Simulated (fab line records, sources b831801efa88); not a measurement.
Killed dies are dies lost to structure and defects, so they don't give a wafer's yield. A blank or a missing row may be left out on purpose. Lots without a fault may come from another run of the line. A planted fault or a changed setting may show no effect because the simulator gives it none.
Chamber matching | flow gf180mcu | GF_V4_CMP_26 on cmp-02: 4 sister chambers
The step polishes, stops on SiO2, t overpolish 15 s, target thk 0 nm. 16 wafers are shown with their chamber, then 7 later ones without.

WAFERS WITH THEIR CHAMBER
wafer  | chamber | motor_current_A (A) | time_to_endpoint_s (s) | slurry_flow_ml_min
L257.1 | 2       | 10.8                | 82                     | 149.7
L257.2 | 0       | 10.8                | 85                     | 149.8
L257.5 | 2       | 11.0                | 82                     | 149.8
L255.1 | 0       | 11.4                | 87                     | 150.0
L255.3 | 1       | 11.8                | 82                     | 150.4
L255.6 | 2       | 11.0                | 82                     | 150.1
L256.2 | 1       | 11.9                | 79                     | 149.5
L256.3 | 2       | 10.4                | 81                     | 151.1
L256.5 | 2       | 10.7                | 82                     | 150.2
L262.1 | 1       | 11.7                | 83                     | 150.0
L262.2 | 3       | 13.1                | 84                     | 150.2
L262.6 | 3       | 12.5                | 88                     | 149.8
L263.1 | 3       | 12.9                | 80                     | 150.8
L263.6 | 3       | 11.9                | 81                     | 150.5
L274.1 | 3       | 13.4                | 87                     | 150.5
L274.5 | 2       | 10.8                | 83                     | 149.8

SIGNATURES (means of the wafers above)
reading            | chamber 0 | chamber 1 | chamber 2 | chamber 3 | scatter within a chamber
motor_current_A    | 11.100    | 11.800    | 10.783    | 12.760    | 0.387
time_to_endpoint_s | 86.00     | 81.33     | 82.00     | 84.00     | 2.29
slurry_flow_ml_min | 149.900   | 149.967   | 150.117   | 150.360   | 0.442
Rule: a wafer's distance from a chamber is the root of the sum, over the readings, of the square of ((its reading less the chamber's mean) divided by the reading's scatter). The wafer belongs to the nearest chamber; if the next one is less than 2 further off, it can't be placed. The scatter: the root of (the sum of the squares of (reading less its chamber's mean) over the shown wafers, divided by (wafers less chambers)).

WAFERS WITHOUT THEIR CHAMBER
wafer  | motor_current_A (A) | time_to_endpoint_s (s) | slurry_flow_ml_min
L274.6 | 12.6                | 81                     | 149.9
L275.2 | 11.9                | 79                     | 149.8
L275.3 | 10.5                | 83                     | 149.3
L275.4 | 10.9                | 89                     | 150.3
L276.3 | 11.2                | 88                     | 150.7
L276.4 | 13.5                | 77                     | 149.9
L276.5 | 13.9                | 78                     | 150.2

WHICH CHAMBER EACH WENT THROUGH
wafer  | from the rows above          | in truth
L274.6 | can't be placed: 3 or 1      | 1
L275.2 | 1                            | 1
L275.3 | can't be placed: 2 or 0 or 1 | 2
L275.4 | can't be placed: 0 or 2      | 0
L276.3 | can't be placed: 0 or 2 or 1 | 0
L276.4 | can't be placed: 3 or 1      | 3
L276.5 | can't be placed: 3 or 1      | 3
Placed correctly: 1 of 7. Can't be placed from these rows: 6 (the true chamber is among the candidates in 6). Placed wrongly: 0.
